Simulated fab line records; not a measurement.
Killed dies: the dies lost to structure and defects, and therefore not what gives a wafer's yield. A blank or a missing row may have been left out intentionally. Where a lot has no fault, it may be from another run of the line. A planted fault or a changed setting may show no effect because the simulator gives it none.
A single fault, viewed from 2 desks :: flow gf180mcu :: each desk has only its own numbers; what lay behind them comes last

## AT THE TOOL OWNER'S DESK: cvd-w-02
The tool's own readings at GF_V4_CVD_23 (deposits W, target thk 350 nm, time 104.9 s): means of the sampled wafers that have a number, for each lot that ran on this tool. Any lot whose mean is over 4 standard deviations away from the usual mean is out of limits and marked OUT; that distance is given in the brackets.
Columns: A = heater-power-w at GF_V4_CVD_23, usual 908 W
lot: L286
first seen here: day 24 05:41
A: 887

lot: L291
first seen here: day 26 07:08
A: 875

lot: L292
first seen here: day 26 11:25
A: 884

lot: L293
first seen here: day 27 05:46
A: 930

lot: L296
first seen here: day 28 13:08
A: 881

lot: L306
first seen here: day 31 04:37
A: 881
This desk found nothing out of limits on any of the 6 lots.

## THE METROLOGY DESK
What the gauges read for every lot (on any tool): the sampled wafers with a number, averaged. Any lot whose mean is over 4 standard deviations away from the usual mean is out of limits and marked OUT; that distance is given in the brackets.
Columns: A = cd-nm at GF_V4_CD_MEAS_14, usual 260.1 nm; B = V4_W_RS at GF_V4_RS_MEAS_24, usual 0.327 ohm/sq; C = V4_W_THK at GF_V4_THK_MEAS_25, usual 357 nm
lot: L285
first seen here: day 24 00:31
A: 259.2
B: 0.327
C: 355

lot: L286
first seen here: day 24 04:47
A: 258.2
B: 0.326
C: 357

lot: L291
first seen here: day 26 06:14
A: 261.6
B: 0.325
C: 358

lot: L292
first seen here: day 26 10:29
A: 260.5
B: 0.328
C: 357

lot: L293
first seen here: day 27 04:49
A: 258.8
B: 0.337
C: 348

lot: L296
first seen here: day 28 12:13
A: 262.2
B: 0.348 (+6.5) OUT
C: 335 (-4.9) OUT

lot: L299
first seen here: day 29 05:41
A: 262.5
B: 0.331
C: 353

lot: L300
first seen here: day 29 21:41
A: 260.8
B: 0.328
C: 356

lot: L304
first seen here: day 30 15:32
A: 260.7
B: 0.329
C: 360

lot: L307
first seen here: day 31 00:53
A: 261.1
B: 0.329
C: 353

lot: L306
first seen here: day 31 03:43
A: 261.3
B: 0.322
C: 358

lot: L308
first seen here: day 31 14:34
A: 260.6
B: 0.329
C: 359
This desk finds L296 out of limits, with the earliest case on L296 at day 28 13:17 (V4_W_RS at GF_V4_RS_MEAS_24). L285, L286, L291, L292, L293, L299, L300, L304, L307, L306, L308 stayed within limits.

## BROUGHT TOGETHER
The metrology desk could have raised an alarm at day 28 13:17, on L296.
The tool owner's desk saw nothing out of limits.
Tool owner's desk: L296 on record, inside its limits.
GF_V4_CVD_23 was run on cvd-w-02 by each of the lots named.

## WHAT WAS PUT IN BY THE SIMULATOR
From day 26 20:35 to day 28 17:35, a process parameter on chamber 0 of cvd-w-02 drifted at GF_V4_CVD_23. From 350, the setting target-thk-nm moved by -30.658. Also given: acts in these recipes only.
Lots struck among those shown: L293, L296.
Time in hours between the start of the fault and the first out-of-limits reading at each desk: metrology desk, 41.
